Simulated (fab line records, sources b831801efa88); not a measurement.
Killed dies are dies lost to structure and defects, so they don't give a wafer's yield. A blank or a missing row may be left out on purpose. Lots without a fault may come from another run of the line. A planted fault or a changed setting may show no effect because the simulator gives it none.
fab line records | flow sky130
record lots=5 wafers=15 last_day=50
route steps=708 shown METAL5@670 PASSIVATION@681 PAD_OPEN@694
lots that met no fault: from a run of the same line without faults
start_h: hours from the record's first day to the start of the lot's first wafer shown | wait_h: hours since the lot's step before | " the same as in the row above | L1.1+2: a row that stands for several wafers | - no value, or no start given | * or withheld: withheld | < > ~ a bound
route shown NAME@n: a module of which the file shows steps, and the number in the route of the first | usual: mean/standard deviation of fault-free wafers | same: alike in all rows | chamber/n: place in a boat | sites: the reading at each site | _std_site: their standard deviation | _edge_site: outer sites' mean less inner sites' | radius_mm: how far each site lies from the wafer's centre | mask NAME#n: copy n | behind: the tool/chamber that last shaped the wafer | hold: why the lot was held/for how many hours/how that ended | device: the transistor (n, p or np) that didn't switch | end of line: the same wafers' tests at the end of the route | a step without rows: its recipe alone | killed: dies lost to structure and defects at the first sort, not the wafer's yield | map: a wafer's dies, x killed, . not, _ none there
set.NAME: the setting as run; set.NAME@STEP: as run at that earlier step | model.NAME: the simulator's own value behind a step, which no gauge read
lots at some steps of the route; a table a step, a row a wafer
services: from which hour (start_h, from the record's first day; less than 0 if before it) a tool's chamber was out of use, for how many hours, and why
## steps
# step SKY_METAL5_COAT_09
# recipe resist=NOVOLAK spin_rpm=3000 resist_thk_nm=1800
# columns lot.wafer tool chamber start_h wait_h
L075.1+2+6 litho_track-03 0 1018.93 0.1
L084.2+3+4 litho_track-03 0 1081.31 0.1
L090.2+5+6 litho_track-01 0 1116.83 0.1
L091.3+4+6 litho_track-01 0 1125.35 0.1
L095.1+2+3 litho_track-03 0 1146.94 0.1
# step SKY_METAL5_SOFTBAKE_10
# recipe temp_c=90 time_s=60 resist=NOVOLAK
# same time_s=60
# columns lot.wafer tool chamber start_h wait_h
L075.1+2+6 litho_track-03 0 1019.08 0.1
L084.2+3+4 litho_track-03 0 1081.46 0.1
L090.2+5+6 litho_track-01 0 1116.98 0.1
L091.3+4+6 litho_track-01 0 1125.50 0.1
L095.1+2+3 litho_track-03 0 1147.09 0.1
# step SKY_METAL5_EXPOSE_11
# recipe mask_id=MM5 na=0.6 source_shape=conventional sigma_outer=0.6 polarization=unpolarized target_cd_nm=1600 dose_mj=190
# columns lot.wafer tool chamber start_h wait_h mask
L075.1+2+6 iline_stepper-01 0 - - MM5#0
L084.2+3+4 iline_stepper-01 0 - - MM5#0
L090.2+5+6 iline_stepper-02 0 - - MM5#0
L091.3+4+6 iline_stepper-01 0 - - MM5#0
L095.1+2+3 iline_stepper-01 0 - - MM5#0
# step SKY_METAL5_PEB_12
# recipe temp_c=withheld time_s=* resist=NOVOLAK
# same time_s=*
# columns lot.wafer tool chamber start_h wait_h
L075.1+2+6 litho_track-03 0 - -
L084.2+3+4 litho_track-04 0 - -
L090.2+5+6 litho_track-01 0 - -
L091.3+4+6 litho_track-01 0 - -
L095.1+2+3 litho_track-04 0 - -
# step SKY_METAL5_DEVELOP_13
# recipe resist=NOVOLAK developer=TMAH develop_time_s=60 dev_temp_c=23
# columns lot.wafer tool chamber start_h wait_h
L075.1+2+6 litho_track-03 0 1030.63 0.1
L084.2+3+4 litho_track-04 0 1091.86 0.1
L090.2+5+6 litho_track-01 0 1126.13 0.1
L091.3+4+6 litho_track-01 0 1134.86 0.1
L095.1+2+3 litho_track-04 0 1156.54 0.1
# step SKY_METAL5_DESCUM_14
# recipe chemistry=O2 source_power_w=150 bias_power_w=0 pressure_mtorr=10 temp_c=40 time_s=11
# usual drypump_motor_current_A=5.6/0.32 oes_product_au=1.002/0.008
# same time_s=11
# columns lot.wafer tool chamber start_h wait_h drypump_motor_current_A oes_product_au rf_hours_counter_h
L075.1 rie_metal-02 0 1030.78 0.1 5.2 1.012 14
L075.2 " 1 " " 5.8 1.008 4
L075.6 " 1 " " 5.8 1.006 -
L084.2 rie_metal-02 1 1091.99 0.1 5.8 1.000 8
L084.3 " 1 " " 5.8 0.997 -
L084.4 " 0 " " 5.2 1.013 -
L090.2 rie_metal-02 1 1126.25 0.1 5.8 1.003 10
L090.5 " 0 " " 5.2 1.006 -
L090.6 " 1 " " 5.7 1.004 -
L091.3 rie_metal-02 1 1134.97 0.1 5.8 0.998 -
L091.4 " 0 " " 5.2 1.001 -
L091.6 " 1 " " 5.7 0.996 -
L095.1 rie_metal-04 0 1156.69 0.1 6.0 1.018 17
L095.2 " 1 " " 5.2 1.001 9
L095.3 " 0 " " 6.0 1.005 -
# step SKY_METAL5_METAL_ETCH_15
# recipe target_depth_a=12600 stop_on=SiO2 over_etch_frac=0.2 time_s=252 chemistry=Cl2/BCl3 resist_sidewall_deg=86 pressure_mtorr=10 icp_w=900 bias_w=48.5 Cl2_flow_sccm=60 bcl3_flow_sccm=30
# usual drypump_motor_current_A=5.6/0.32 oes_product_au=0.894/0.005 throttle_valve_pct=22.264/0.0087
# same time_s=252
# columns lot.wafer tool chamber start_h wait_h drypump_motor_current_A oes_product_au rf_hours_counter_h throttle_valve_pct
L075.1 rie_metal-02 0 1030.83 0.0 5.2 0.894 14 22.259
L075.2 " 1 " " 5.8 0.897 4 22.266
L075.6 " 1 " " 5.8 0.883 - 22.259
L084.2 rie_metal-02 1 1092.02 0.0 5.8 0.895 8 22.270
L084.3 " 1 " " 5.8 0.890 - 22.267
L084.4 " 0 " " 5.2 0.898 - 22.271
L090.2 rie_metal-02 1 1126.29 0.0 5.8 0.895 10 22.252
L090.5 " 0 " " 5.2 0.893 - 22.254
L090.6 " 1 " " 5.8 0.905 - 22.259
L091.3 rie_metal-02 1 1135.07 0.1 5.8 0.885 - 22.275
L091.4 " 0 " " 5.1 0.893 - 22.271
L091.6 " 1 " " 5.8 0.885 - 22.248
L095.1 rie_metal-04 0 1156.72 0.0 6.0 0.905 17 22.258
L095.2 " 1 " " 5.2 0.889 9 22.269
L095.3 " 0 " " 6.0 0.892 - 22.282
# step SKY_METAL5_STRIP_16
# recipe chemistry=O2/N2 power_w=1400 pressure_mtorr=1500 platen_temp_c=withheld o2_flow_sccm=3000 n2_flow_sccm=300 overash_fraction=0.5
# usual drypump_motor_current_A=5.8/0.44 oes_product_au=0.711/0.0045 strip_time_to_endpoint_s=13.07/0.13
# columns lot.wafer tool chamber start_h wait_h drypump_motor_current_A oes_product_au rf_hours_counter_h strip_time_to_endpoint_s
L075.1 plasma_asher-02 0 1031.14 0.2 5.9 0.717 60 13.09
L075.2 " 1 " " 6.0 0.715 60 13.08
L075.6 " 0 " " 6.0 0.715 - 13.11
L084.2 plasma_asher-01 1 1092.26 0.2 5.3 0.714 93 13.02
L084.3 " 0 " " 5.2 0.707 - 13.21
L084.4 " 1 " " 5.3 0.713 - 12.89
L090.2 plasma_asher-01 0 1126.52 0.2 5.2 0.705 97 13.18
L090.5 " 1 " " 5.3 0.717 - 13.13
L090.6 " 0 " " 5.2 0.711 - 13.22
L091.3 plasma_asher-01 1 1135.26 0.1 5.3 0.714 - 13.24
L091.4 " 0 " " 5.2 0.712 - 13.31
L091.6 " 1 " " 5.3 0.710 - 13.24
L095.1 plasma_asher-03 0 1156.96 0.2 6.5 0.710 41 12.87
L095.2 " 1 " " 5.9 0.703 41 12.96
L095.3 " 1 " " 5.9 0.705 - 12.87
# step SKY_METAL5_STRIP_17
# recipe chemistry=post_etch_residue_remover time_s=1200 temp_c=72.5
# same time_s=1200
# columns lot.wafer tool chamber start_h wait_h
L075.1+2+6 wet_bench-04 0 1031.24 0.1
L084.2+3+4 wet_bench-01 3 1092.36 0.1
L090.2+5+6 wet_bench-01 1 1126.62 0.1
L091.3+4+6 wet_bench-01 1 1135.32 0.0
L095.1+2+3 wet_bench-04 3 1157.06 0.1
# step SKY_METAL5_CLEAN_18
# recipe chemistry=IPA time_s=180 temp_c=25
# same time_s=180
# columns lot.wafer tool chamber start_h wait_h
L075.1+2+6 wet_bench-01 1 1031.65 0.0
L084.2+3+4 wet_bench-03 1 1092.70 0.0
L090.2+5+6 wet_bench-04 1 1127.37 0.0
L091.3+4+6 wet_bench-03 1 1135.67 0.0
L095.1+2+3 wet_bench-01 3 1157.40 0.0
# step SKY_METAL5_CLEAN_19
# recipe chemistry=O3/DIW dry=n2_spin
# columns lot.wafer tool chamber start_h wait_h
L075.1+2+6 wet_bench-04 2 1031.71 0.0
L084.2+3+4 wet_bench-01 2 1092.76 0.0
L090.2+5+6 wet_bench-03 3 1127.43 0.0
L091.3+4+6 wet_bench-01 1 1135.72 0.0
L095.1+2+3 wet_bench-04 1 1157.46 0.0
# step SKY_PASSIVATION_CVD_00
# recipe material=SiO2 target_thk_nm=90 temp_c=400 time_s=withheld rf_w=600
# usual heater_power_w=677/78
# columns lot.wafer tool chamber start_h wait_h heater_power_w
L075.1 pecvd-01 0 1031.82 0.0 630
L075.2 " 2 " " 747
L075.6 " 1 " " 719
L084.2 pecvd-03 2 1092.85 0.0 659
L084.3 " 1 " " 652
L084.4 " 0 " " 795
L090.2 pecvd-03 2 1127.52 0.0 640
L090.5 " 1 " " 582
L090.6 " 0 " " 878
L091.3 pecvd-03 1 1135.82 0.0 597
L091.4 " 1 " " 591
L091.6 " 2 " " 561
L095.1 pecvd-01 2 1157.55 0.0 772
L095.2 " 0 " " 604
L095.3 " 1 " " 730
# step SKY_PASSIVATION_THK_MEAS_01
# recipe reads=SiO2_of_PASSIVATION_CVD_00
# usual PASSIVATION_CVD_00_THK=89.8/1.1
# columns lot.wafer tool chamber start_h wait_h PASSIVATION_CVD_00_THK[nm]
L075.1 film_metro-02 - 1031.84 - 87.5
L075.2 " - " " 88.0
L075.6 " - " " 89.0
L084.2 film_metro-02 - 1092.88 - 89.5
L084.3 " - " " 88.6
L084.4 " - " " 90.5
L090.2 film_metro-02 - 1127.55 - 89.9
L090.5 " - " " 90.5
L090.6 " - " " 91.2
L091.3 film_metro-03 - 1135.86 - 88.7
L091.4 " - " " 90.8
L091.6 " - " " 90.8
L095.1 film_metro-04 - 1157.57 - 89.1
L095.2 " - " " 89.3
L095.3 " - " " 88.0
# step SKY_PASSIVATION_CVD_02
# recipe material=Si3N4 target_thk_nm=540 temp_c=400 time_s=withheld rf_w=450
# usual heater_power_w=714/71
# columns lot.wafer tool chamber start_h wait_h heater_power_w
L075.1 pecvd-02 2 1031.90 0.1 603
L075.2 " 0 " " 763
L075.6 " 1 " " 781
L084.2 pecvd-02 2 1092.93 0.0 716
L084.3 " 0 " " 776
L084.4 " 1 " " 739
L090.2 pecvd-01 0 1127.60 0.0 641
L090.5 " 1 " " 751
L090.6 " 0 " " 685
L091.3 pecvd-02 1 1135.90 0.0 748
L091.4 " 0 " " 780
L091.6 " 2 " " 679
L095.1 pecvd-03 1 1157.63 0.1 584
L095.2 " 2 " " 727
L095.3 " 0 " " 775
# step SKY_PASSIVATION_THK_MEAS_03
# recipe reads=Si3N4_of_PASSIVATION_CVD_02
# usual PASSIVATION_CVD_02_THK=540/6
# columns lot.wafer tool chamber start_h wait_h PASSIVATION_CVD_02_THK[nm]
L075.1 film_metro-03 - 1032.12 - 542
L075.2 " - " " 539
L075.6 " - " " 543
L084.2 film_metro-03 - 1093.16 - 537
L084.3 " - " " 541
L084.4 " - " " 547
L090.2 film_metro-02 - 1127.84 - 539
L090.5 " - " " 543
L090.6 " - " " 540
L091.3 film_metro-04 - 1136.14 - 543
L091.4 " - " " 545
L091.6 " - " " 548
L095.1 film_metro-03 - 1157.86 - 531
L095.2 " - " " 531
L095.3 " - " " 536
# step SKY_PASSIVATION_DEHYDRATE_04
# recipe temp_c=200 time_s=60
# same time_s=60
# columns lot.wafer tool chamber start_h wait_h
L075.1+2+6 litho_track-04 0 1042.64 10.5
L084.2+3+4 litho_track-03 0 1102.36 9.2
L090.2+5+6 litho_track-03 0 1136.91 9.1
L091.3+4+6 litho_track-04 0 1144.39 8.2
L095.1+2+3 litho_track-04 0 1165.64 7.8
# step SKY_PASSIVATION_HMDS_05
# recipe prime_time_s=60 prime_temp_c=120
# columns lot.wafer tool chamber start_h wait_h
L075.1+2+6 litho_track-04 0 1042.79 0.1
L084.2+3+4 litho_track-03 0 1102.51 0.1
L090.2+5+6 litho_track-03 0 1137.06 0.1
L091.3+4+6 litho_track-04 0 1144.54 0.1
L095.1+2+3 litho_track-04 0 1165.79 0.1
# step SKY_PASSIVATION_COAT_06
# recipe spin_rpm=2000 resist_thk_nm=3000
# columns lot.wafer tool chamber start_h wait_h
L075.1+2+6 litho_track-04 0 1042.94 0.1
L084.2+3+4 litho_track-03 0 1102.66 0.1
L090.2+5+6 litho_track-03 0 1137.21 0.1
L091.3+4+6 litho_track-04 0 1144.69 0.1
L095.1+2+3 litho_track-04 0 1165.94 0.1
# step SKY_PASSIVATION_SOFTBAKE_07
# recipe temp_c=110 time_s=withheld
# columns lot.wafer tool chamber start_h wait_h
L075.1+2+6 litho_track-04 0 1043.09 0.1
L084.2+3+4 litho_track-03 0 1102.82 0.1
L090.2+5+6 litho_track-03 0 1137.37 0.1
L091.3+4+6 litho_track-04 0 1144.85 0.1
L095.1+2+3 litho_track-04 0 1166.09 0.1
# step SKY_PASSIVATION_EXPOSE_08
# recipe mask_id=NSM target_cd_nm=3000 na=0.57 dose_mj=260
# columns lot.wafer tool chamber start_h wait_h mask
L075.1+2+6 iline_stepper-01 0 - - NSM#0
L084.2+3+4 iline_stepper-01 0 - - NSM#0
L090.2+5+6 iline_stepper-01 0 - - NSM#0
L091.3+4+6 iline_stepper-01 0 - - NSM#0
L095.1+2+3 iline_stepper-02 0 - - NSM#0
# step SKY_PASSIVATION_PEB_09
# recipe temp_c=115 time_s=withheld
# columns lot.wafer tool chamber start_h wait_h
L075.1+2+6 litho_track-02 0 - -
L084.2+3+4 litho_track-02 0 - -
L090.2+5+6 litho_track-04 0 - -
L091.3+4+6 litho_track-02 0 - -
L095.1+2+3 litho_track-04 0 - -
# step SKY_PASSIVATION_DEVELOP_10
# recipe develop_time_s=60 dev_temp_c=23
# columns lot.wafer tool chamber start_h wait_h
L075.1+2+6 litho_track-02 0 - -
L084.2+3+4 litho_track-02 0 - -
L090.2+5+6 litho_track-04 0 - -
L091.3+4+6 litho_track-02 0 - -
L095.1+2+3 litho_track-04 0 - -
# step SKY_PASSIVATION_ETCH_11
# recipe chemistry=CF4/O2 target_depth_nm=725 stop_on=AlCu source_w=800 bias_w=150 pressure_mtorr=150 cf4_flow_sccm=80 O2_flow_sccm=10 time_s=161.1
# usual O2_flow_sccm=10.000/0.028 drypump_motor_current_A=5.8/0.47 oes_product_au=0.977/0.006 throttle_valve_pct=5.964/0.0093
# same time_s=161.1
# columns lot.wafer tool chamber start_h wait_h O2_flow_sccm drypump_motor_current_A oes_product_au rf_hours_counter_h throttle_valve_pct
L075.1 rie_diel-02 2 1054.39 - 10.017 5.7 0.980 24 5.957
L075.2 " 3 " " 9.997 6.1 0.976 10 5.950
L075.6 " 0 " " 10.026 5.5 0.978 - 5.968
L084.2 rie_diel-04 3 1113.29 - 10.010 5.8 0.977 15 5.960
L084.3 " 1 " " 9.994 6.2 0.973 11 5.969
L084.4 " 0 " " 10.027 6.5 0.991 20 5.954
L090.2 rie_diel-01 3 1145.94 - 9.995 5.8 0.977 21 5.956
L090.5 " 0 " " 10.067 4.9 0.982 - 5.960
L090.6 " 1 " " 9.973 6.3 0.977 - 5.975
L091.3 rie_diel-02 3 1154.29 - 10.029 6.1 0.983 14 5.972
L091.4 " 0 " " 10.011 5.5 0.975 - 5.972
L091.6 " 2 " " 9.967 5.7 0.978 - 5.980
L095.1 rie_diel-04 2 1174.59 - 10.029 5.6 0.976 21 5.959
L095.2 " 3 " " 10.070 5.8 0.971 17 5.962
L095.3 " 0 " " 10.052 6.5 0.972 22 5.964
# step SKY_PASSIVATION_STRIP_12
# recipe chemistry=O2/N2 power_w=1400 pressure_mtorr=1500 platen_temp_c=withheld overash_fraction=0.7 o2_flow_sccm=3000 n2_flow_sccm=300
# usual drypump_motor_current_A=5.7/0.55 oes_product_au=0.661/0.0046 strip_time_to_endpoint_s=31.46/0.14
# columns lot.wafer tool chamber start_h wait_h drypump_motor_current_A oes_product_au rf_hours_counter_h strip_time_to_endpoint_s
L075.1 plasma_asher-04 0 1054.50 0.1 5.2 0.662 120 31.36
L075.2 " 1 " " 5.1 0.651 120 31.26
L075.6 " 0 " " 5.2 0.663 - 31.40
L084.2 plasma_asher-03 0 1113.40 0.1 6.5 0.658 37 31.37
L084.3 " 0 " " 6.5 0.665 - 31.47
L084.4 " 1 " " 5.9 0.658 - 31.33
L090.2 plasma_asher-04 0 1146.04 0.1 5.2 0.659 8 31.27
L090.5 " 0 " " 5.2 0.667 - 31.29
L090.6 " 1 " " 5.1 0.656 - 31.45
L091.3 plasma_asher-03 0 1154.43 0.1 6.5 0.658 - 31.33
L091.4 " 1 " " 5.9 0.662 - 31.39
L091.6 " 1 " " 5.9 0.659 - 31.41
L095.1 plasma_asher-03 0 1174.69 0.1 6.5 0.666 43 31.49
L095.2 " 1 " " 5.9 0.655 43 31.54
L095.3 " 0 " " 6.5 0.658 - 31.58
# step SKY_PAD_OPEN_DEHYDRATE_00
# recipe temp_c=200 time_s=60
# same time_s=60
# columns lot.wafer tool chamber start_h wait_h
L075.1+2+6 litho_track-02 0 1064.44 9.9
L084.2+3+4 litho_track-02 0 1122.31 8.9
L090.2+5+6 litho_track-01 0 1155.23 9.2
L091.3+4+6 litho_track-04 0 1162.84 8.4
L095.1+2+3 litho_track-01 0 1181.96 7.2
# step SKY_PAD_OPEN_HMDS_01
# recipe prime_time_s=60 prime_temp_c=120
# columns lot.wafer tool chamber start_h wait_h
L075.1+2+6 litho_track-02 0 1064.59 0.1
L084.2+3+4 litho_track-02 0 1122.46 0.1
L090.2+5+6 litho_track-01 0 1155.38 0.1
L091.3+4+6 litho_track-04 0 1162.99 0.1
L095.1+2+3 litho_track-01 0 1182.11 0.1
# step SKY_PAD_OPEN_COAT_02
# recipe spin_rpm=2000 resist_thk_nm=3000
# columns lot.wafer tool chamber start_h wait_h
L075.1+2+6 litho_track-02 0 1064.74 0.1
L084.2+3+4 litho_track-02 0 1122.61 0.1
L090.2+5+6 litho_track-01 0 1155.53 0.1
L091.3+4+6 litho_track-04 0 1163.14 0.1
L095.1+2+3 litho_track-01 0 1182.26 0.1
# step SKY_PAD_OPEN_SOFTBAKE_03
# recipe temp_c=110 time_s=withheld
# columns lot.wafer tool chamber start_h wait_h
L075.1+2+6 litho_track-02 0 1064.89 0.1
L084.2+3+4 litho_track-02 0 1122.77 0.1
L090.2+5+6 litho_track-01 0 1155.69 0.1
L091.3+4+6 litho_track-04 0 1163.30 0.1
L095.1+2+3 litho_track-01 0 1182.41 0.1
# step SKY_PAD_OPEN_EXPOSE_04
# recipe mask_id=PDM target_cd_nm=60000 na=0.57 dose_mj=260
# columns lot.wafer tool chamber start_h wait_h mask
L075.1+2+6 iline_stepper-01 0 - - PDM#0
L084.2+3+4 iline_stepper-01 0 - - PDM#0
L090.2+5+6 iline_stepper-01 0 - - PDM#0
L091.3+4+6 iline_stepper-02 0 - - PDM#0
L095.1+2+3 iline_stepper-02 0 - - PDM#0
# step SKY_PAD_OPEN_PEB_05
# recipe temp_c=115 time_s=withheld
# columns lot.wafer tool chamber start_h wait_h
L075.1+2+6 litho_track-01 0 - -
L084.2+3+4 litho_track-04 0 - -
L090.2+5+6 litho_track-02 0 - -
L091.3+4+6 litho_track-01 0 - -
L095.1+2+3 litho_track-02 0 - -
# step SKY_PAD_OPEN_DEVELOP_06
# recipe develop_time_s=60 dev_temp_c=23
# columns lot.wafer tool chamber start_h wait_h
L075.1+2+6 litho_track-01 0 - -
L084.2+3+4 litho_track-04 0 - -
L090.2+5+6 litho_track-02 0 - -
L091.3+4+6 litho_track-01 0 - -
L095.1+2+3 litho_track-02 0 - -
# step SKY_PAD_OPEN_ETCH_07
# recipe chemistry=CF4/O2 target_depth_nm=725 stop_on=AlCu source_w=800 bias_w=150 pressure_mtorr=150 cf4_flow_sccm=80 O2_flow_sccm=10 time_s=161.1
# usual O2_flow_sccm=9.999/0.029 drypump_motor_current_A=5.6/0.48 oes_product_au=0.977/0.0063 throttle_valve_pct=5.964/0.0097
# same time_s=161.1
# columns lot.wafer tool chamber start_h wait_h O2_flow_sccm drypump_motor_current_A oes_product_au rf_hours_counter_h throttle_valve_pct
L075.1 rie_diel-01 2 1075.60 - 9.992 4.7 0.974 31 5.967
L075.2 " 3 " " 9.977 5.8 0.974 18 5.974
L075.6 " 0 " " 9.980 4.9 0.982 - 5.991
L084.2 rie_diel-03 1 1131.74 - 10.006 5.8 0.982 21 5.968
L084.3 " 3 " " 10.044 4.7 0.992 27 5.976
L084.4 " 2 " " 9.983 5.7 0.988 13 5.953
L090.2 rie_diel-03 1 1164.24 - 10.014 5.8 0.980 22 5.970
L090.5 " 3 " " 10.006 4.8 0.984 - 5.971
L090.6 " 0 " " 9.966 6.1 0.979 - 5.964
L091.3 rie_diel-01 1 1171.86 - 9.983 6.4 0.981 - 5.944
L091.4 " 0 " " 9.993 4.9 0.978 - 5.981
L091.6 " 0 " " 10.006 4.9 0.982 - 5.957
L095.1 rie_diel-01 3 1190.84 - 10.026 5.7 0.967 22 5.962
L095.2 " 2 " " 10.040 4.8 0.962 1 5.968
L095.3 " 0 " " 9.949 4.9 0.971 4 5.948
# step SKY_PAD_OPEN_STRIP_08
# recipe chemistry=O2/N2 power_w=1400 pressure_mtorr=1500 platen_temp_c=withheld overash_fraction=0.7 o2_flow_sccm=3000 n2_flow_sccm=300
# usual drypump_motor_current_A=5.8/0.48 oes_product_au=0.662/0.0045 strip_time_to_endpoint_s=37.04/0.11
# columns lot.wafer tool chamber start_h wait_h drypump_motor_current_A oes_product_au rf_hours_counter_h strip_time_to_endpoint_s
L075.1 plasma_asher-03 0 1075.71 0.1 6.4 0.664 33 37.23
L075.2 " 1 " " 5.9 0.664 33 37.24
L075.6 " 1 " " 5.9 0.660 - 37.28
L084.2 plasma_asher-03 0 1131.84 0.1 6.5 0.666 39 37.05
L084.3 " 1 " " 5.9 0.664 - 37.02
L084.4 " 0 " " 6.5 0.666 - 37.01
L090.2 plasma_asher-03 1 1164.35 0.1 5.9 0.658 42 37.09
L090.5 " 0 " " 6.5 0.663 - 36.92
L090.6 " 1 " " 5.9 0.657 - 37.10
L091.3 plasma_asher-02 1 1172.00 0.1 6.0 0.661 - 37.05
L091.4 " 0 " " 5.9 0.658 - 37.01
L091.6 " 0 " " 6.0 0.664 - 37.08
L095.1 plasma_asher-04 0 1190.95 0.1 5.2 0.666 12 36.99
L095.2 " 1 " " 5.1 0.657 12 36.88
L095.3 " 1 " " 5.1 0.664 - 36.93
# step SKY_PAD_OPEN_STRIP_09
# recipe chemistry=post_etch_residue_remover time_s=1200 temp_c=72.5
# same time_s=1200
# columns lot.wafer tool chamber start_h wait_h
L075.1+2+6 wet_bench-03 2 1075.81 0.1
L084.2+3+4 wet_bench-03 1 1131.94 0.1
L090.2+5+6 wet_bench-04 0 1164.45 0.1
L091.3+4+6 wet_bench-04 2 1172.06 0.0
L095.1+2+3 wet_bench-02 3 1191.05 0.1
# step SKY_PAD_OPEN_CLEAN_10
# recipe chemistry=IPA time_s=180 temp_c=25
# same time_s=180
# columns lot.wafer tool chamber start_h wait_h
L075.1+2+6 wet_bench-02 2 1076.15 0.0
L084.2+3+4 wet_bench-04 0 1132.28 0.0
L090.2+5+6 wet_bench-03 3 1164.79 0.0
L091.3+4+6 wet_bench-02 2 1172.41 0.0
L095.1+2+3 wet_bench-02 2 1191.42 0.0
# step SKY_PAD_OPEN_CLEAN_11
# recipe chemistry=O3/DIW dry=n2_spin
# columns lot.wafer tool chamber start_h wait_h
L075.1+2+6 wet_bench-03 3 1076.21 0.0
L084.2+3+4 wet_bench-02 1 1132.34 0.0
L090.2+5+6 wet_bench-04 0 1164.85 0.0
L091.3+4+6 wet_bench-03 2 1172.47 0.0
L095.1+2+3 wet_bench-02 1 1191.48 0.0
# step SKY_PAD_OPEN_ANNEAL_12
# recipe temp_c=400 time_s=withheld ambient=N2/H2 idle_temp_c=300 ramp_up_c_per_min=8 ramp_down_c_per_min=4
# usual ramp_up_c_per_min=8.0000/0.0014 spike_tc_upper_C=399.7/0.97
# columns lot.wafer tool chamber start_h wait_h ramp_up_c_per_min spike_tc_upper_C
L075.1 furnace-01 0 1076.30 0.0 7.9991 398.7
L075.2 " 0 " " 7.9984 399.7
L075.6 " 0 " " 7.9992 398.6
L084.2 furnace-02 0 1132.43 0.0 8.0002 398.5
L084.3 " 0 " " 7.9977 399.9
L084.4 " 0 " " 7.9979 400.5
L090.2 furnace-02 0 1164.94 0.0 8.0005 399.3
L090.5 " 0 " " 8.0000 398.8
L090.6 " 0 " " 7.9999 399.7
L091.3 furnace-01 0 1172.56 0.0 8.0014 400.0
L091.4 " 0 " " 8.0012 402.7
L091.6 " 0 " " 8.0018 400.3
L095.1 furnace-01 0 1191.58 0.0 7.9974 400.1
L095.2 " 0 " " 7.9996 401.1
L095.3 " 0 " " 8.0001 399.5
# step SKY_PAD_OPEN_BOW_MEAS_13
# recipe mode=bow
# usual PAD_OPEN_BOW=49/8.7
# columns lot.wafer tool chamber start_h wait_h PAD_OPEN_BOW[um]
L075.1 film_metro-03 - 1077.80 - 38
L075.2 " - " " 52
L075.6 " - " " 47
L084.2 film_metro-03 - 1133.95 - 53
L084.3 " - " " 51
L084.4 " - " " 79
L090.2 film_metro-04 - 1166.46 - 44
L090.5 " - " " 45
L090.6 " - " " 51
L091.3 film_metro-01 - 1174.10 - 53
L091.4 " - " " 50
L091.6 " - " " 46
L095.1 film_metro-04 - 1193.08 - 40
L095.2 " - " " 40
L095.3 " - " " 50
## services
# columns tool chamber start_h hours kind
furnace-01 - 996.37 3.1 pm
rie_diel-01 3 1011.68 2.8 repair
pecvd-01 - 1021.31 1.6 repair
rie_diel-01 1 1024.03 5.1 repair
furnace-01 - 1027.44 8.4 repair
pecvd-03 - 1048.29 4.3 pm
pecvd-01 - 1053.19 0.6 repair
plasma_asher-04 - 1055.25 9.0 pm
rie_diel-01 3 1055.66 8.0 repair
rie_diel-01 - 1066.06 0.4 repair
plasma_asher-01 - 1071.03 2.4 repair
wet_bench-02 - 1071.23 1.6 repair
rie_diel-01 0 1071.80 1.3 repair
rie_diel-01 - 1077.52 14.6 pm
pecvd-01 1 1102.84 4.1 repair
pecvd-02 - 1104.98 1.1 repair
iline_stepper-01 - 1116.73 1.7 pm
rie_diel-01 1 1131.85 6.7 repair
rie_diel-01 3 1166.97 17.1 repair
iline_stepper-02 - 1167.21 4.3 pm
rie_diel-01 1 1182.56 3.2 repair
iline_stepper-02 - 1184.26 1.7 pm
iline_stepper-02 - 1187.38 11.0 repair
pecvd-03 - 1191.38 1.7 repair
## key
fault none
